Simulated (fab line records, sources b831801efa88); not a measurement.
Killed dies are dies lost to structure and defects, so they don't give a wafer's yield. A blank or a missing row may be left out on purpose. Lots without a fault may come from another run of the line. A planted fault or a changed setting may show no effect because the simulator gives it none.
Which tool did it? | flow gf180mcu | 12 lots, 35 wafers sampled, at 5 steps of a route of 602

WHAT THE GAUGES READ, wafer by wafer
GF_PSD_OVL_MEAS_08. Usual: PSD_OVL 1.1 nm, standard deviation 1.8.
lot  | measured     | on         | PSD_OVL (nm)   | flag
L942 | day 14 01:35 | overlay-01 | -0.9 -1.1 -2.2 |
L943 | day 14 09:02 | overlay-01 | 2.8 1.4 4.4    |
L945 | day 15 12:22 | overlay-02 | 2.9 3.3 2.5    |
L946 | day 15 15:49 | overlay-02 | -1.2 0.3 0.2   |
L949 | day 17 01:31 | overlay-01 | -1.0 -4.2      |
L954 | day 18 13:14 | overlay-02 | 3.2 -2.9 0.0   |
L957 | day 19 14:49 | overlay-02 | 0.8 1.5 1.8    |
L959 | day 20 03:00 | overlay-02 | 2.1 0.8 4.9    |
L961 | day 20 19:58 | overlay-01 | -0.5 -1.1 1.6  |
L962 | day 21 02:28 | overlay-02 | 1.7 2.3 1.5    |
L964 | day 21 22:34 | overlay-01 | 2.8 3.3 2.2    |
L965 | day 22 01:31 | overlay-02 | 0.8 -0.7 2.7   |

GF_PSD_TW_MEAS_11. Usual: PSD_TW 3179, standard deviation 16.
lot  | measured     | on            | PSD_TW         | flag
L942 | day 14 01:52 | film_metro-03 | 3183 3200 3186 |
L943 | day 14 09:19 | film_metro-04 | 3176 3197 3190 |
L945 | day 15 12:40 | film_metro-04 | 3153 3154 3165 |
L946 | day 15 16:15 | film_metro-03 | 3164 3167 3183 |
L949 | day 17 01:48 | film_metro-04 | 3169 3157      |
L954 | day 18 13:31 | film_metro-03 | 3168 3168 3171 |
L957 | day 19 15:07 | film_metro-03 | 3188 3199 3193 |
L959 | day 20 03:17 | film_metro-04 | 3188 3184 3191 |
L961 | day 20 20:16 | film_metro-04 | 3185 3185 3186 |
L962 | day 21 02:46 | film_metro-02 | 3172 3170 3170 |
L964 | day 21 22:51 | film_metro-04 | 3171 3185 3185 |
L965 | day 22 01:48 | film_metro-03 | 3168 3178 3185 |

GF_SALICIDE_RS_MEAS_04: measures by four-point-probe. Usual: SALICIDE_TIN_RS 16.29 ohm/sq, standard deviation 0.29.
lot  | measured     | on            | SALICIDE_TIN_RS (ohm/sq)            | flag
L942 | day 14 23:32 | film_metro-03 | 16.08 16.52 16.14                   |
L943 | day 15 07:25 | film_metro-03 | 15.81 15.73 15.96                   |
L945 | day 16 11:09 | film_metro-01 | 16.44 15.99 16.41                   |
L946 | day 16 15:16 | film_metro-01 | 15.98 16.22 15.95                   |
L949 | day 18 01:16 | film_metro-04 | 16.45 27.35 16.46 27.29             | OFF
L954 | day 19 14:27 | film_metro-04 | 15.88 15.91 26.98 15.89 15.89 26.93 | OFF
L957 | day 20 16:13 | film_metro-04 | 16.60 16.14 16.45                   |
L959 | day 21 04:02 | film_metro-03 | 16.23 15.77 15.71                   |
L961 | day 21 20:54 | film_metro-03 | 16.57 16.46 16.01                   |
L962 | day 22 03:08 | film_metro-01 | 16.27 16.56 16.17                   |
L964 | day 22 23:20 | film_metro-01 | 16.24 16.50 16.13                   |
L965 | day 23 01:31 | film_metro-03 | 16.06 16.11 16.62                   |

WHICH TOOL RAN EACH LOT (tool, then ch and the chambers of the sampled wafers, then the start)
lot  | GF_PSD_STRIP_10                      | GF_SALICIDE_SPUTTER_02
L942 | plasma_asher-03 ch 0,1, day 14 01:46 | pvd_sputter-03, day 14 23:28
L943 | plasma_asher-04 ch 0,1, day 14 09:13 | pvd_sputter-02, day 15 07:20
L945 | plasma_asher-04 ch 0,1, day 15 12:34 | pvd_sputter-03, day 16 11:05
L946 | plasma_asher-04 ch 0,1, day 15 16:08 | pvd_sputter-02, day 16 15:11
L949 | plasma_asher-04 ch 0,1, day 17 01:42 | pvd_sputter-02, day 18 01:12
L954 | plasma_asher-04 ch 0,1, day 18 13:25 | pvd_sputter-02, day 19 14:17
L957 | plasma_asher-02 ch 0,1, day 19 15:00 | pvd_sputter-03, day 20 16:08
L959 | plasma_asher-03 ch 0,1, day 20 03:11 | pvd_sputter-01, day 21 03:59
L961 | plasma_asher-04 ch 0,1, day 20 20:09 | pvd_sputter-02, day 21 20:50
L962 | plasma_asher-03 ch 0,1, day 21 02:39 | pvd_sputter-03, day 22 03:04
L964 | plasma_asher-03 ch 0,1, day 21 22:45 | pvd_sputter-02, day 22 23:17
L965 | plasma_asher-03 ch 0,1, day 22 01:42 | pvd_sputter-02, day 23 01:28
- GF_PSD_STRIP_10: strips in O2/N2.
- GF_SALICIDE_SPUTTER_02: material Co, target thk 10 nm, time 20 s.

WHAT THE TOOLS THEMSELVES READ (means of the sampled wafers that have a number; where no wafer has one, the mark that the record gives instead)
GF_PSD_STRIP_10. Usual: chamber_pressure_mTorr 1499.9 mTorr, standard deviation 1.5; drypump_motor_current_A 5.6 A, standard deviation 0.57; heater_power_w 348 W, standard deviation 25; oes_product_au 0.592 a.u., standard deviation 0.0045; strip_time_to_endpoint_s 16.55 s, standard deviation 0.043.
lot  | tool            | chamber_pressure_mTorr (mTorr) | drypump_motor_current_A (A) | heater_power_w (W) | oes_product_au (a.u.) | strip_time_to_endpoint_s (s) | flag
L942 | plasma_asher-03 | 1500.1                         | 5.7                         | 367                | 0.590                 | 16.54                        |
L943 | plasma_asher-04 | 1500.9                         | 5.9                         | 346                | 0.594                 | 16.53                        |
L945 | plasma_asher-04 | 1500.7                         | 5.9                         | 345                | 0.593                 | 16.58                        |
L946 | plasma_asher-04 | 1499.2                         | 5.9                         | 345                | 0.591                 | 16.55                        |
L949 | plasma_asher-04 | 1499.7                         | 5.7                         | 346                | 0.589                 | 16.57                        |
L954 | plasma_asher-04 | 1498.6                         | 5.9                         | 337                | 0.593                 | 16.52                        |
L957 | plasma_asher-02 | 1500.0                         | 5.4                         | 307                | 0.587                 | 16.53                        |
L959 | plasma_asher-03 | 1499.0                         | 5.5                         | 363                | 0.592                 | 16.63                        |
L961 | plasma_asher-04 | 1499.0                         | 5.4                         | 354                | 0.594                 | 16.53                        |
L962 | plasma_asher-03 | 1500.7                         | 5.7                         | 367                | 0.594                 | 16.57                        |
L964 | plasma_asher-03 | 1500.0                         | 5.5                         | 359                | 0.599                 | 16.48                        |
L965 | plasma_asher-03 | 1500.3                         | 5.7                         | 362                | 0.591                 | 16.61                        |

GF_SALICIDE_SPUTTER_02. Usual: cathode_dc_power_W 999.99 W, standard deviation 0.18; chamber_pressure_pa 0.4001 Pa, standard deviation 0.00083; throttle_valve_pct 30.2 %, standard deviation 0.97.
lot  | tool           | cathode_dc_power_W (W) | chamber_pressure_pa (Pa) | throttle_valve_pct (%) | flag
L942 | pvd_sputter-03 | 1000.05                | 0.3994                   | 29.7                   |
L943 | pvd_sputter-02 | 1000.00                | 0.4004                   | 30.2                   |
L945 | pvd_sputter-03 | 1000.10                | 0.3997                   | 30.5                   |
L946 | pvd_sputter-02 | 1000.09                | 0.4003                   | 30.2                   |
L949 | pvd_sputter-02 | 999.75                 | 0.4011                   | 30.4                   |
L954 | pvd_sputter-02 | 999.89                 | 0.4001                   | 30.3                   |
L957 | pvd_sputter-03 | 1000.11                | 0.3993                   | 29.7                   |
L959 | pvd_sputter-01 | 999.83                 | 0.3996                   | 29.6                   |
L961 | pvd_sputter-02 | 1000.09                | 0.4007                   | 30.9                   |
L962 | pvd_sputter-03 | 1000.01                | 0.4006                   | 30.3                   |
L964 | pvd_sputter-02 | 1000.07                | 0.4002                   | 29.6                   |
L965 | pvd_sputter-02 | 999.89                 | 0.4000                   | 30.7                   |

THE ANSWER, worked out from the rows above alone
Rule: a lot is off if the mean of its wafers that have a number lies more than 3 standard deviations from the usual mean. A lot without any number at a reading at which 4 lots or more have one is off too. The other lots that the step has rows for count as sound. The gauges are gone through in route order, then the tools' own readings, and for those a lot's mean is taken as printed above. The first step at which some lot is off is used, and at that step the reading that is off furthest; a lot without a number counts as furthest.
Off: L949, L954, at GF_SALICIDE_RS_MEAS_04 (SALICIDE_TIN_RS).
A tool fits if, at a process step before that reading, it ran every lot that is off, and no sound lot after the first of them. The gauges at GF_SALICIDE_RS_MEAS_04 are tried like those tools. None of those tried fits.

WHAT THE SIMULATOR HAD PUT IN
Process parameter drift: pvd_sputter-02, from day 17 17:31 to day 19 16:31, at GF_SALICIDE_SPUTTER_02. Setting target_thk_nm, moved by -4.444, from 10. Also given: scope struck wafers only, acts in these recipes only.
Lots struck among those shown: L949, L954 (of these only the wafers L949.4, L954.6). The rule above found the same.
